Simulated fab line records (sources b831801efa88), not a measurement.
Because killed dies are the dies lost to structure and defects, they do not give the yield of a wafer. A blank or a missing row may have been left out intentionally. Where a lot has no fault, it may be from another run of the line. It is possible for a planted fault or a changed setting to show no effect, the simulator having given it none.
Chamber matching ; flow gf180mcu ; 3 sister chambers for GF_PASSIVATION_CVD_02 on pecvd-01
The step deposits Si3N4, target thk 700 nm, time 486.18 s. 6 wafers are shown with their chamber, then 8 later ones without.

## EACH WAFER AND ITS CHAMBER
wafer;chamber;heaterPowerW (W);susceptorTempC (C)
L086.1;0;650;399.96
L087.4;0;663;399.89
L088.1;1;575;399.59
L088.2;2;725;400.12
L088.4;1;593;399.69
L092.1;2;672;399.69

## WAFERS WHOSE CHAMBER IS MISSING
wafer;heaterPowerW (W);susceptorTempC (C)
L092.4;577;399.94
L092.5;656;400.11
L094.2;505;399.93
L094.4;556;399.89
L094.5;831;400.08
L096.2;695;399.84
L096.4;650;400.45
L096.6;570;399.89

## EACH ONE'S CHAMBER
wafer;from the rows above;in truth
L092.4;can't be placed: 1 or 0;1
L092.5;can't be placed: 0 or 2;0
L094.2;1;1
L094.4;1;1
L094.5;can't be placed: 2 or 0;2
L096.2;can't be placed: 2 or 0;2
L096.4;can't be placed: 0 or 2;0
L096.6;1;1
Placed correctly: 3 of 8. Can't be placed from these rows: 5 (the true chamber is among the candidates in 5). 0 placed wrongly.
How it was worked out, from the rows above alone: a wafer's distance from a chamber is the root of the sum, over the readings, of the square of ((its reading less the chamber's mean) divided by the reading's scatter). The wafer belongs to the nearest chamber; if the next one is less than 2 further off, it can't be placed. For every chamber, the mean is computed from those of its wafers that are shown. The scatter: take each reading less its chamber's mean, square it, sum over the shown wafers, divide by the number of wafers less the number of chambers, and take the root.
